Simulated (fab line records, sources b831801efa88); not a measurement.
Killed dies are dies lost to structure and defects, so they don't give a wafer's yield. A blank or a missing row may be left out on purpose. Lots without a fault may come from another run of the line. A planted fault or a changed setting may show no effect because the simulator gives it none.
Which tool did it? | flow gf180mcu | 6 lots, 18 wafers sampled, at 4 steps of a route of 602

WHAT THE GAUGES READ, wafer by wafer
GF_M4_CD_MEAS_14: target cd 280 nm.
lot  | measured     | on        | cd_nm (nm)
L716 | day 25 00:09 | cd_sem-02 | 278.4 281.3 280.2
L719 | day 26 10:31 | cd_sem-01 | 279.6 278.0 277.7
L722 | day 27 12:15 | cd_sem-01 | 280.0 280.3 279.0
L726 | day 29 02:24 | cd_sem-02 | 280.2 278.6 280.1
L730 | day 29 16:04 | cd_sem-02 | 279.2 279.7 278.8
L734 | day 30 17:21 | cd_sem-02 | 276.1 277.3 277.3

WHICH TOOL RAN EACH LOT (tool, then ch and the chambers of the sampled wafers, then the start)
lot  | GF_V3_STRIP_18                       | GF_V3_SPUTTER_22             | GF_M4_SOFTBAKE_10
L716 | plasma_asher-01 ch 0,1, day 24 01:17 | pvd_sputter-04, day 24 01:53 | litho_track-02 ch 0, day 24 13:37
L719 | plasma_asher-01 ch 0, day 25 12:14   | pvd_sputter-02, day 25 13:10 | litho_track-03 ch 0, day 26 00:17
L722 | plasma_asher-01 ch 0,1, day 26 14:47 | pvd_sputter-03, day 26 15:30 | litho_track-01 ch 0, day 27 02:03
L726 | plasma_asher-03 ch 0,1, day 28 05:32 | pvd_sputter-02, day 28 06:10 | litho_track-01 ch 0, day 28 16:33
L730 | plasma_asher-04 ch 0,1, day 28 19:32 | pvd_sputter-02, day 28 20:08 | litho_track-01 ch 0, day 29 06:45
L734 | plasma_asher-03 ch 0,1, day 29 22:05 | pvd_sputter-03, day 29 22:41 | litho_track-01 ch 0, day 30 08:12
- GF_V3_STRIP_18: strips in O2/N2.
- GF_V3_SPUTTER_22: material TiN, target thk 10 nm, time 40 s.
- GF_M4_SOFTBAKE_10: time 60 s.

THE ANSWER, worked out from the rows above alone
Rule: what is usual is taken from the lots themselves. Put in order of their means at a reading, lots are off if they are a third of the lots or fewer, leave a main group of 4 or more, and stand apart from it by a gap of 3 or more times the standard deviation of the main group's means; of several such gaps the widest counts. A main group whose means are all the same, to the digits that the tables above print for the reading, isn't used. A lot without any number at a reading at which 4 lots or more have one is off too. The other lots that the step has rows for count as sound.
No lot is off at any reading shown: from this, nothing can be told.

WHAT THE SIMULATOR HAD PUT IN
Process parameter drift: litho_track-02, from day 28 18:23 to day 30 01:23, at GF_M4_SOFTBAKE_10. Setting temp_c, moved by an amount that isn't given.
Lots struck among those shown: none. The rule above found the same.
